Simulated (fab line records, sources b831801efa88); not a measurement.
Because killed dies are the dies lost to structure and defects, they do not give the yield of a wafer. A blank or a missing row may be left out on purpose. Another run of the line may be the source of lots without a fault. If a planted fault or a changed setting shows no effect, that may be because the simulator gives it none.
Matching of chambers    flow sky130    SKY_VIA2_CMP_24 on cmp-02: 4 sister chambers
The step polishes, stops on SiO2, t overpolish 20 s, target thk 0 nm. 22 wafers are shown with their chamber, then 11 later ones without.

## WAFERS PAIRED WITH THEIR CHAMBERS
wafer   chamber  motor_current_A (A)  time_to_endpoint_s (s)  overpolish_run_s (s)
L075.2  2        11.0                 102                     19.997
L075.3  1        11.6                 101                     20.009
L075.6  1        11.6                 100                     20.003
L077.1  3        12.3                 106                     19.974
L077.2  2        9.8                  107                     20.009
L077.5  3        11.9                 108                     20.005
L076.1  2        10.4                 105                     20.001
L076.2  3        11.7                 106                     20.012
L076.6  1        12.0                 103                     19.994
L078.1  2        10.5                 101                     20.006
L078.2  3        12.5                 103                     19.976
L078.3  0        12.4                 100                     19.993
L080.3  1        12.2                 97                      20.005
L080.4  3        12.0                 104                     20.015
L080.5  2        11.2                 103                     19.996
L083.1  3        12.4                 105                     20.007
L083.3  0        12.2                 100                     19.984
L083.6  3        12.7                 107                     20.005
L086.2  3        11.8                 103                     19.997
L086.4  2        11.3                 105                     20.006
L086.5  3        11.9                 103                     20.012
L089.1  1        12.0                 105                     20.003

SIGNATURES (means of the wafers above)
reading             chamber 0  chamber 1  chamber 2  chamber 3  scatter within a chamber
motor_current_A     12.300     11.880     10.700     12.133     0.403
time_to_endpoint_s  100.00     101.20     103.83     105.00     2.23
overpolish_run_s    19.98850   20.00280   20.00250   20.00033   0.011
Rule: distance of a wafer from a chamber = root of the sum over the readings of ((wafer's reading minus chamber's mean) / reading's scatter) squared. If the next closest chamber is less than 2 further off than the closest, the wafer can't be placed; otherwise it belongs to the closest. The scatter: take each reading less its chamber's mean, square it, sum over the shown wafers, divide by the number of wafers less the number of chambers, and take the root.

## WAFERS WHOSE CHAMBER IS MISSING
wafer   motor_current_A (A)  time_to_endpoint_s (s)  overpolish_run_s (s)
L089.2  10.4                 104                     19.998
L089.5  10.6                 104                     19.999
L093.3  11.5                 107                     20.008
L093.5  12.4                 101                     20.009
L093.6  12.3                 102                     19.995
L092.1  11.0                 107                     19.989
L092.4  12.3                 101                     19.988
L092.5  12.4                 99                      20.001
L097.1  12.0                 101                     20.003
L097.2  12.1                 103                     20.005
L097.5  12.1                 104                     20.009

## EACH ONE'S CHAMBER
wafer   from the rows above           in truth
L089.2  2                             2
L089.5  2                             2
L093.3  can't be placed: 3 or 2 or 1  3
L093.5  can't be placed: 1 or 0 or 3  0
L093.6  can't be placed: 0 or 1 or 3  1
L092.1  can't be placed: 2 or 3 or 1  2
L092.4  can't be placed: 0 or 1 or 3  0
L092.5  can't be placed: 0 or 1 or 3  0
L097.1  can't be placed: 1 or 0 or 3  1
L097.2  can't be placed: 1 or 3 or 0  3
L097.5  can't be placed: 3 or 1 or 0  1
Correctly placed: 2 of 11. These rows do not allow placing 9 (true chamber among the candidates in 9). Placed wrongly: 0.
